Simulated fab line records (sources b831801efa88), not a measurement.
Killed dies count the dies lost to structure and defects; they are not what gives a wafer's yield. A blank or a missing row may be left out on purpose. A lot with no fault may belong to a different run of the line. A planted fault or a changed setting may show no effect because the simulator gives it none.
fab line records / flow sky130
record: lots: 4 wafers: 12 lastDay: 50
route steps=708 shown SD_N@352 SALICIDE@361 LI_CONTACT@362 PAD_OPEN@708
lots that met no fault: taken from a fault-free run of the same line
startH: hours from the record's opening day to when the first of the lot's shown wafers began / waitH: hours elapsed since this lot's preceding step / " repeats the value in the row above / L1.1+2: several wafers, shown together as one row / - no value, or no start given / * or withheld: withheld / < > ~ a bound
route shown NAME@n: a module of which the file shows steps, and the number in the route of the first / usual: average and standard deviation across the fault-free wafers / same: alike in all rows / chamber/n: place in a boat / sites: readings site by site / _std_site: how widely they spread, as a standard deviation / _edge_site: the outer-site mean with the inner-site mean subtracted / radiusMm: how far each site lies from the wafer's centre / mask NAME#n: copy n / behind: tool/chamber where the wafer was last shaped / hold: reason for holding the lot/hours on hold/outcome of the hold / device: whichever transistor did not switch (one of n, p or np) / end of line: the same wafers' tests at the end of the route / for a step that has no rows: nothing shown but its recipe / killed: dies lost to structure and defects at the first sort, not the wafer's yield / map: shows each die of a wafer: x if killed, . if not, _ if none is there
set.NAME: the setting that was run; set.NAME@STEP: the one run at that earlier step / model.NAME: the simulator's own value behind a step, which no gauge read
certain route steps with their lots: each step a table, each wafer a row
services: when a tool's chamber went out of use (startH, in hours from the record's first day, below 0 if earlier), for how many hours, and the reason
== steps ==
step: SKY_SD_N_IMPLANT_10
recipe: species: P energyKev: 20 doseCm2: 1e+14 tiltDeg: 0
step: SKY_SD_N_STRIP_11
recipe: chemistry: O2/N2 powerW: 1400 pressureMtorr: 1500 platenTempC: withheld o2FlowSccm: 3000 n2FlowSccm: 300 overashFraction: 0.5
step: SKY_SD_N_CLEAN_13
recipe: chemistry: SC1/SC2 mix: 1:4:20 tempC: 70 timeS: 150 dry: n2Spin
step: SKY_SD_N_RTA_14
recipe: tempC: 1075 timeS: 2 idleTempC: 650 rampUpCPerS: 150 rampDownCPerS: 90 ambient: N2
step: SKY_SALICIDE_CLEAN_00
recipe: chemistry: HF-last timeS: 30 dilution: 100:1 dry: ipaMarangoni
step: SKY_LI_CONTACT_HDPCVD_00
recipe: material: PSG targetThkNm: 930 sigmaOpenFrac: 0.3 timeS: 155 tempC: 600 sih4FlowSccm: 60 pressureMtorr: 6
step: SKY_LI_CONTACT_CMP_02
recipe: material: PSG downForcePsi: 4 platenRpm: 60 padVelocityMS: 0.94248
usual: edgeZonePressureFrac: 1.001/0.0047 headPressurePsi: 3.998/0.0094 motorCurrentA: 11.4/0.9 timeToEndpointS: 32.9/2.4
lot.wafer=L874.3 tool=cmp-02 chamber=0 startH=746.69 waitH=0.0 edgeZonePressureFrac=0.999 headPressurePsi=3.986 motorCurrentA=11.9 timeToEndpointS=32.8 model.PSG_of_LI_CONTACT_HDPCVD_00.thkNm=598.9
lot.wafer=L874.4 tool=cmp-02 chamber=1 startH=746.69 waitH=0.0 edgeZonePressureFrac=1.007 headPressurePsi=4.000 motorCurrentA=11.5 timeToEndpointS=34.4 model.PSG_of_LI_CONTACT_HDPCVD_00.thkNm=597.7
lot.wafer=L874.6 tool=cmp-02 chamber=1 startH=746.69 waitH=0.0 edgeZonePressureFrac=1.005 headPressurePsi=3.994 motorCurrentA=11.2 timeToEndpointS=32.7 model.PSG_of_LI_CONTACT_HDPCVD_00.thkNm=598.9
lot.wafer=L880.4 tool=cmp-02 chamber=2 startH=782.94 waitH=0.0 edgeZonePressureFrac=- headPressurePsi=- motorCurrentA=- timeToEndpointS=- model.PSG_of_LI_CONTACT_HDPCVD_00.thkNm=904.2
lot.wafer=L880.3 tool=cmp-02 chamber=1 startH=782.94 waitH=0.0 edgeZonePressureFrac=- headPressurePsi=- motorCurrentA=- timeToEndpointS=- model.PSG_of_LI_CONTACT_HDPCVD_00.thkNm=911.6
lot.wafer=L880.6 tool=cmp-02 chamber=2 startH=782.94 waitH=0.0 edgeZonePressureFrac=- headPressurePsi=- motorCurrentA=- timeToEndpointS=- model.PSG_of_LI_CONTACT_HDPCVD_00.thkNm=921.2
lot.wafer=L881.3 tool=cmp-02 chamber=3 startH=787.62 waitH=0.1 edgeZonePressureFrac=- headPressurePsi=- motorCurrentA=- timeToEndpointS=- model.PSG_of_LI_CONTACT_HDPCVD_00.thkNm=917.4
lot.wafer=L881.1 tool=cmp-02 chamber=0 startH=787.62 waitH=0.1 edgeZonePressureFrac=- headPressurePsi=- motorCurrentA=- timeToEndpointS=- model.PSG_of_LI_CONTACT_HDPCVD_00.thkNm=923.9
lot.wafer=L881.6 tool=cmp-02 chamber=2 startH=787.62 waitH=0.1 edgeZonePressureFrac=- headPressurePsi=- motorCurrentA=- timeToEndpointS=- model.PSG_of_LI_CONTACT_HDPCVD_00.thkNm=940.7
lot.wafer=L887.2 tool=cmp-01 chamber=3 startH=825.34 waitH=0.1 edgeZonePressureFrac=1.003 headPressurePsi=3.991 motorCurrentA=9.8 timeToEndpointS=36.0 model.PSG_of_LI_CONTACT_HDPCVD_00.thkNm=597.4
lot.wafer=L887.3 tool=cmp-01 chamber=1 startH=825.34 waitH=0.1 edgeZonePressureFrac=1.008 headPressurePsi=4.000 motorCurrentA=11.1 timeToEndpointS=35.6 model.PSG_of_LI_CONTACT_HDPCVD_00.thkNm=598
lot.wafer=L887.4 tool=cmp-01 chamber=2 startH=825.34 waitH=0.1 edgeZonePressureFrac=0.994 headPressurePsi=3.999 motorCurrentA=11.5 timeToEndpointS=34.0 model.PSG_of_LI_CONTACT_HDPCVD_00.thkNm=597
step: SKY_LI_CONTACT_DEHYDRATE_04
recipe: tempC: 200 timeS: 60
step: SKY_LI_CONTACT_HMDS_05
recipe: primeTimeS: 60 primeTempC: 120
step: SKY_LI_CONTACT_COAT_06
recipe: resist: BARC tempC: withheld timeS: withheld spinRpm: 3000 resistThkNm: 60
step: SKY_LI_CONTACT_COAT_07
recipe: resist: KrF-thick spinRpm: 3000 resistThkNm: 458.3
step: SKY_LI_CONTACT_SOFTBAKE_08
recipe: tempC: 100 timeS: 90 resist: KrF-thick
step: SKY_LI_CONTACT_EXPOSE_09
recipe: maskId: LICM1 na: 0.8 sourceShape: annular sigmaInner: 0.55 sigmaOuter: 0.85 targetCdNm: 170 doseMj: 38
step: SKY_LI_CONTACT_PEB_10
recipe: pebTempC: withheld pebTimeS: withheld resist: KrF-thick
step: SKY_LI_CONTACT_DEVELOP_11
recipe: developTimeS: 60 resist: KrF-thick devTempC: 21
step: SKY_LI_CONTACT_ETCH_14
recipe: chemistry: N2/H2 target: BARC ionEnergyEv: 200 sourceW: 500 biasW: 102.8 pressureMtorr: 30 n2FlowSccm: 100 h2FlowSccm: 200 stopOn: SiO2 timeS: 45.9 targetDepthA: 600
step: SKY_LI_CONTACT_ETCH_15
recipe: target: PSG chemistry: C4F8/O2/Ar stopOn: Si taperDeg: 4.15 maskMaterial: KrF-thick sourceW: 1500 biasW: 1200 pressureMtorr: 40 c4f8FlowSccm: withheld O2_flow_sccm: 6 Ar_flow_sccm: 300 timeS: withheld targetDepthA: 6000
usual: chamberPressureMTorr: 40.00/0.036 oesProductAu: 0.837/0.0047
lot.wafer=L874.3 tool=rieDiel-03 chamber=0 startH=774.63 waitH=0.0 chamberPressureMTorr=39.95 oesProductAu=0.838 model.etch.depthNm=598.9 model.LI_CONTACT.featureDepthNm=598.9
lot.wafer=L874.4 tool=rieDiel-03 chamber=3 startH=774.63 waitH=0.0 chamberPressureMTorr=40.05 oesProductAu=0.834 model.etch.depthNm=597.7 model.LI_CONTACT.featureDepthNm=597.7
lot.wafer=L874.6 tool=rieDiel-03 chamber=2 startH=774.63 waitH=0.0 chamberPressureMTorr=39.91 oesProductAu=0.846 model.etch.depthNm=598.9 model.LI_CONTACT.featureDepthNm=598.9
lot.wafer=L880.3 tool=rieDiel-03 chamber=1 startH=809.66 waitH=0.0 chamberPressureMTorr=39.98 oesProductAu=1.616 model.etch.depthNm=801.1 model.LI_CONTACT.featureDepthNm=801.1
lot.wafer=L880.4 tool=rieDiel-03 chamber=2 startH=809.66 waitH=0.0 chamberPressureMTorr=39.98 oesProductAu=1.629 model.etch.depthNm=809.3 model.LI_CONTACT.featureDepthNm=809.3
lot.wafer=L880.6 tool=rieDiel-03 chamber=1 startH=809.66 waitH=0.0 chamberPressureMTorr=40.07 oesProductAu=1.604 model.etch.depthNm=795.4 model.LI_CONTACT.featureDepthNm=795.4
lot.wafer=L881.1 tool=rieDiel-02 chamber=2 startH=814.33 waitH=0.0 chamberPressureMTorr=40.01 oesProductAu=1.652 model.etch.depthNm=824.2 model.LI_CONTACT.featureDepthNm=824.2
lot.wafer=L881.3 tool=rieDiel-02 chamber=0 startH=814.33 waitH=0.0 chamberPressureMTorr=39.98 oesProductAu=1.604 model.etch.depthNm=797.3 model.LI_CONTACT.featureDepthNm=797.3
lot.wafer=L881.6 tool=rieDiel-02 chamber=3 startH=814.33 waitH=0.0 chamberPressureMTorr=39.97 oesProductAu=1.613 model.etch.depthNm=798.2 model.LI_CONTACT.featureDepthNm=798.2
lot.wafer=L887.2 tool=rieDiel-04 chamber=2 startH=852.11 waitH=0.0 chamberPressureMTorr=39.97 oesProductAu=0.837 model.etch.depthNm=597.4 model.LI_CONTACT.featureDepthNm=597.4
lot.wafer=L887.3 tool=rieDiel-04 chamber=0 startH=852.11 waitH=0.0 chamberPressureMTorr=40.00 oesProductAu=0.842 model.etch.depthNm=598 model.LI_CONTACT.featureDepthNm=598
lot.wafer=L887.4 tool=rieDiel-04 chamber=1 startH=852.11 waitH=0.0 chamberPressureMTorr=40.00 oesProductAu=0.832 model.etch.depthNm=597 model.LI_CONTACT.featureDepthNm=597
step: SKY_LI_CONTACT_STRIP_16
recipe: chemistry: O2/N2 powerW: 1400 pressureMtorr: 1500 platenTempC: withheld o2FlowSccm: 3000 n2FlowSccm: 300 overashFraction: 0.5
step: SKY_LI_CONTACT_CLEAN_17
recipe: chemistry: NMP timeS: 600 tempC: 60 dry: n2Spin
step: SKY_LI_CONTACT_PRE_CLEAN_18
recipe: gas: Ar timeS: 5.6 biasV: 358
step: SKY_LI_CONTACT_SPUTTER_19
recipe: material: Ti targetThkNm: 20 chamberPressurePa: 5 powerW: 2500 substrateTempC: 200 timeS: 106.37
step: SKY_LI_CONTACT_SPUTTER_20
recipe: material: TiN targetThkNm: 20 chamberPressurePa: 5 powerW: 4000 timeS: 80
step: SKY_LI_CONTACT_CVD_21
recipe: material: W targetThkNm: 400 timeS: 120.56 tempC: 400 pressureTorr: 40
step: SKY_LI_CONTACT_CMP_24
recipe: stopOn: PSG tOverpolishS: 20 downForcePsi: 3.5 platenRpm: 60 targetThkNm: 0 padVelocityMS: 0.94248
usual: edgeZonePressureFrac: 1.000/0.0047 headPressurePsi: 3.499/0.0073 motorCurrentA: 10.5/0.84
lot.wafer=L874.4 tool=cmp-01 chamber=1 startH=775.72 waitH=0.3 edgeZonePressureFrac=0.999 headPressurePsi=3.500 motorCurrentA=9.9 model.PSG_of_LI_CONTACT_HDPCVD_00.thkNm=588.2
lot.wafer=L874.3 tool=cmp-01 chamber=2 startH=775.72 waitH=0.3 edgeZonePressureFrac=1.004 headPressurePsi=3.501 motorCurrentA=10.2 model.PSG_of_LI_CONTACT_HDPCVD_00.thkNm=589.4
lot.wafer=L874.6 tool=cmp-01 chamber=0 startH=775.72 waitH=0.3 edgeZonePressureFrac=1.001 headPressurePsi=3.495 motorCurrentA=11.5 model.PSG_of_LI_CONTACT_HDPCVD_00.thkNm=589.4
lot.wafer=L880.3 tool=cmp-02 chamber=1 startH=810.55 waitH=0.1 edgeZonePressureFrac=1.004 headPressurePsi=3.503 motorCurrentA=10.5 model.PSG_of_LI_CONTACT_HDPCVD_00.thkNm=902.1
lot.wafer=L880.4 tool=cmp-02 chamber=2 startH=810.55 waitH=0.1 edgeZonePressureFrac=0.998 headPressurePsi=3.512 motorCurrentA=11.0 model.PSG_of_LI_CONTACT_HDPCVD_00.thkNm=894.7
lot.wafer=L880.6 tool=cmp-02 chamber=0 startH=810.55 waitH=0.1 edgeZonePressureFrac=1.002 headPressurePsi=3.496 motorCurrentA=11.0 model.PSG_of_LI_CONTACT_HDPCVD_00.thkNm=911.7
lot.wafer=L881.1 tool=cmp-02 chamber=2 startH=815.17 waitH=0.1 edgeZonePressureFrac=1.002 headPressurePsi=3.500 motorCurrentA=10.9 model.PSG_of_LI_CONTACT_HDPCVD_00.thkNm=914.5
lot.wafer=L881.3 tool=cmp-02 chamber=0 startH=815.17 waitH=0.1 edgeZonePressureFrac=0.999 headPressurePsi=3.498 motorCurrentA=11.3 model.PSG_of_LI_CONTACT_HDPCVD_00.thkNm=908
lot.wafer=L881.6 tool=cmp-02 chamber=2 startH=815.17 waitH=0.1 edgeZonePressureFrac=1.003 headPressurePsi=3.500 motorCurrentA=10.7 model.PSG_of_LI_CONTACT_HDPCVD_00.thkNm=931.2
lot.wafer=L887.2 tool=cmp-02 chamber=3 startH=853.10 waitH=0.2 edgeZonePressureFrac=0.997 headPressurePsi=3.493 motorCurrentA=10.9 model.PSG_of_LI_CONTACT_HDPCVD_00.thkNm=587.9
lot.wafer=L887.3 tool=cmp-02 chamber=0 startH=853.10 waitH=0.2 edgeZonePressureFrac=1.001 headPressurePsi=3.498 motorCurrentA=10.3 model.PSG_of_LI_CONTACT_HDPCVD_00.thkNm=588.6
lot.wafer=L887.4 tool=cmp-02 chamber=2 startH=853.10 waitH=0.2 edgeZonePressureFrac=0.998 headPressurePsi=3.513 motorCurrentA=10.8 model.PSG_of_LI_CONTACT_HDPCVD_00.thkNm=587.5
step: SKY_PAD_OPEN_PROBE_99
usual: killed_at_M0_to_M3: 43/6.9 killed_at_M4_up: 3.0/1.8 killedAtContacts: 24/4.8 killedAtFrontEnd: 15/4.5 killedAtOther: 0.4/0.67 killedDies: 86/9.2 killedOnRim: 17/3.5 killedOpen: 46/6.9 killedShort: 39/6
same: grossDies: 492 killedAtBackSide: 0
lot.wafer=L880.3 tool=prober-02 chamber=- startH=1172.11 waitH=0.2 killed_at_M0_to_M3=40 killed_at_M4_up=7 killedAtContacts=431 killedAtFrontEnd=14 killedAtOther=0 killedDies=492 killedOnRim=96 killedOpen=41 killedShort=50
lot.wafer=L880.4 tool=prober-02 chamber=- startH=1172.16 waitH=0.2 killed_at_M0_to_M3=39 killed_at_M4_up=1 killedAtContacts=434 killedAtFrontEnd=18 killedAtOther=0 killedDies=492 killedOnRim=96 killedOpen=37 killedShort=39
lot.wafer=L880.6 tool=prober-02 chamber=- startH=1172.26 waitH=0.2 killed_at_M0_to_M3=48 killed_at_M4_up=1 killedAtContacts=423 killedAtFrontEnd=20 killedAtOther=0 killedDies=492 killedOnRim=96 killedOpen=42 killedShort=43
lot.wafer=L881.1 tool=prober-01 chamber=- startH=1174.47 waitH=0.1 killed_at_M0_to_M3=44 killed_at_M4_up=3 killedAtContacts=429 killedAtFrontEnd=15 killedAtOther=1 killedDies=492 killedOnRim=96 killedOpen=42 killedShort=40
lot.wafer=L881.3 tool=prober-01 chamber=- startH=1174.57 waitH=0.2 killed_at_M0_to_M3=36 killed_at_M4_up=0 killedAtContacts=448 killedAtFrontEnd=8 killedAtOther=0 killedDies=492 killedOnRim=96 killedOpen=42 killedShort=30
lot.wafer=L881.6 tool=prober-01 chamber=- startH=1174.72 waitH=0.2 killed_at_M0_to_M3=54 killed_at_M4_up=3 killedAtContacts=422 killedAtFrontEnd=12 killedAtOther=1 killedDies=492 killedOnRim=96 killedOpen=47 killedShort=48
killed by level:class
L880.3 LI_CONTACT:areaCmp=399 LOCAL_INTERCONNECT:geometricParticle:short=10 LI_CONTACT:geometricParticle:open=8 VIA1:geometricParticle:open=7 METAL2:geometricParticle:short=6 VIA3:geometricParticle:open=6 CONTACT:geometricParticle:open=5 VIA3:geometricParticle:short=5
L880.4 LI_CONTACT:areaCmp=412 VIA1:geometricParticle:open=9 LOCAL_INTERCONNECT:geometricParticle:short=6 CONTACT:geometricParticle:short=6 METAL1:geometricParticle:short=6 CONTACT:geometricParticle:open=6 POLY_GATE:geometricParticle:open=5 METAL2:geometricParticle:short=5
L880.6 LI_CONTACT:areaCmp=406 VIA1:geometricParticle:short=10 VIA1:geometricParticle:open=10 LI_CONTACT:geometricParticle:open=9 FIELD_ISO:geometricParticle:short=7 VIA3:geometricParticle:open=7 POLY_GATE:geometricParticle:short=4 VIA2:geometricParticle:open=4
L881.1 LI_CONTACT:areaCmp=410 VIA1:geometricParticle:open=14 CONTACT:geometricParticle:open=11 POLY_GATE:geometricParticle:short=7 METAL2:geometricParticle:short=7 VIA1:geometricParticle:short=6 VIA2:geometricParticle:open=6 POLY_GATE:geometricParticle:open=4
L881.3 LI_CONTACT:areaCmp=420 CONTACT:geometricParticle:open=13 VIA1:geometricParticle:open=9 LI_CONTACT:geometricParticle:open=5 VIA1:geometricParticle:short=5 LOCAL_INTERCONNECT:geometricParticle:short=4 VIA2:geometricParticle:short=4 VIA2:geometricParticle:open=3
L881.6 LI_CONTACT:areaCmp=396 VIA1:geometricParticle:open=16 CONTACT:geometricParticle:open=9 METAL3:geometricParticle:short=7 VIA1:geometricParticle:short=6 CONTACT:geometricParticle:short=6 VIA2:geometricParticle:open=6 METAL2:geometricParticle:short=6
map L880.3 (x killed, . not)
__________xxxxxxxxxx_________
________xxxxxxxxxxxxxx_______
______xxxxxxxxxxxxxxxxxx_____
_____xxxxxxxxxxxxxxxxxxxx____
____xxxxxxxxxxxxxxxxxxxxxx___
___xxxxxxxxxxxxxxxxxxxxxxxx__
__xxxxxxxxxxxxxxxxxxxxxxxxxx_
_xxxxxxxxxxxxxxxxxxxxxxxxxxxx
_xxxxxxxxxxxxxxxxxxxxxxxxxxxx
_xxxxxxxxxxxxxxxxxxxxxxxxxxxx
_xxxxxxxxxxxxxxxxxxxxxxxxxxxx
_xxxxxxxxxxxxxxxxxxxxxxxxxxxx
_xxxxxxxxxxxxxxxxxxxxxxxxxxxx
_xxxxxxxxxxxxxxxxxxxxxxxxxxxx
_xxxxxxxxxxxxxxxxxxxxxxxxxxxx
__xxxxxxxxxxxxxxxxxxxxxxxxxx_
___xxxxxxxxxxxxxxxxxxxxxxxx__
____xxxxxxxxxxxxxxxxxxxxxx___
_____xxxxxxxxxxxxxxxxxxxx____
______xxxxxxxxxxxxxxxxxx_____
________xxxxxxxxxxxxxx_______
__________xxxxxxxxxx_________
map L881.1 (x killed, . not)
__________xxxxxxxxxx_________
________xxxxxxxxxxxxxx_______
______xxxxxxxxxxxxxxxxxx_____
_____xxxxxxxxxxxxxxxxxxxx____
____xxxxxxxxxxxxxxxxxxxxxx___
___xxxxxxxxxxxxxxxxxxxxxxxx__
__xxxxxxxxxxxxxxxxxxxxxxxxxx_
_xxxxxxxxxxxxxxxxxxxxxxxxxxxx
_xxxxxxxxxxxxxxxxxxxxxxxxxxxx
_xxxxxxxxxxxxxxxxxxxxxxxxxxxx
_xxxxxxxxxxxxxxxxxxxxxxxxxxxx
_xxxxxxxxxxxxxxxxxxxxxxxxxxxx
_xxxxxxxxxxxxxxxxxxxxxxxxxxxx
_xxxxxxxxxxxxxxxxxxxxxxxxxxxx
_xxxxxxxxxxxxxxxxxxxxxxxxxxxx
__xxxxxxxxxxxxxxxxxxxxxxxxxx_
___xxxxxxxxxxxxxxxxxxxxxxxx__
____xxxxxxxxxxxxxxxxxxxxxx___
_____xxxxxxxxxxxxxxxxxxxx____
______xxxxxxxxxxxxxxxxxx_____
________xxxxxxxxxxxxxx_______
__________xxxxxxxxxx_________
== services ==
tool=rieDiel-03 chamber=- startH=740.46 hours=4.0 kind=repair
tool=rieDiel-04 chamber=2 startH=741.33 hours=10.3 kind=repair
tool=cmp-01 chamber=- startH=744.13 hours=4.0 kind=pm
tool=cmp-01 chamber=- startH=748.13 hours=- kind=consumableReplace:conditioner
tool=cmp-01 chamber=- startH=748.13 hours=- kind=consumableReplace:pad
tool=cmp-02 chamber=- startH=774.40 hours=2.1 kind=repair
tool=rieDiel-03 chamber=3 startH=777.58 hours=3.3 kind=repair
tool=rieDiel-04 chamber=1 startH=783.58 hours=- kind=clean
tool=rieDiel-04 chamber=1 startH=783.58 hours=29.2 kind=scheduledDown
tool=rieDiel-04 chamber=1 startH=783.58 hours=29.2 kind=ventCycle
tool=rieDiel-04 chamber=- startH=786.63 hours=2.8 kind=pm
tool=cmp-02 chamber=- startH=797.25 hours=0.5 kind=repair
tool=rieDiel-02 chamber=2 startH=801.45 hours=6.5 kind=repair
tool=rieDiel-02 chamber=3 startH=803.90 hours=3.2 kind=repair
tool=cmp-01 chamber=- startH=844.10 hours=3.7 kind=repair
tool=cmp-01 chamber=- startH=847.82 hours=6.6 kind=pm
tool=rieDiel-03 chamber=3 startH=848.24 hours=- kind=clean
tool=rieDiel-03 chamber=3 startH=848.24 hours=15.0 kind=scheduledDown
tool=rieDiel-03 chamber=3 startH=848.24 hours=15.0 kind=ventCycle
== key ==
firstSign: step: SKY_LI_CONTACT_CMP_02 reading: toolRecord direction: missing
effect: step: SKY_LI_CONTACT_ETCH_15 reading: oesProductAu direction: up sigmas: 99+ usual: 0.837 struck: 1.620
effect: step: SKY_PAD_OPEN_PROBE_99 reading: killedAtContacts direction: up sigmas: 86 usual: 24 struck: 431
modelEffect: step: SKY_LI_CONTACT_CMP_02 value: PSG_of_LI_CONTACT_HDPCVD_00.thkNm without: 596.7 struck: 919.8
modelEffect: step: SKY_LI_CONTACT_ETCH_15 value: etch.depthNm without: 596.7 struck: 804.3
modelEffect: step: SKY_LI_CONTACT_CMP_24 value: PSG_of_LI_CONTACT_HDPCVD_00.thkNm without: 587.2 struck: 910.4
moreKillsBornAt: SKY_LI_CONTACT_CMP_02@cmp-02: 2433
metAt SKY_LI_CONTACT_CMP_02
struckWafers L880.3,L880.4,L880.6,L881.1,L881.3,L881.6
laterRowsLeftOut L880.3,L880.4,L880.6,L881.1,L881.3,L881.6
testerLeftOut L880,L881
onsetBetween 746.69 782.94
fault: kind: skippedStepWhole tool: cmp-02 chamber: - onsetH: 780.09 steps: SKY_LI_CONTACT_CMP_02 scope: struckLotsOnly
testerLeftOut: of these lots the tester's yield and bins aren't shown, on N5 and GAA mostly nor the transistor test; their killed dies are dies lost to structure and defects alone, not to doping, threshold or leakage, so they don't give the yield
laterRowsLeftOut: the simulator's readings of these wafers behind a module that went badly wrong aren't trusted and aren't shown, but for the sort
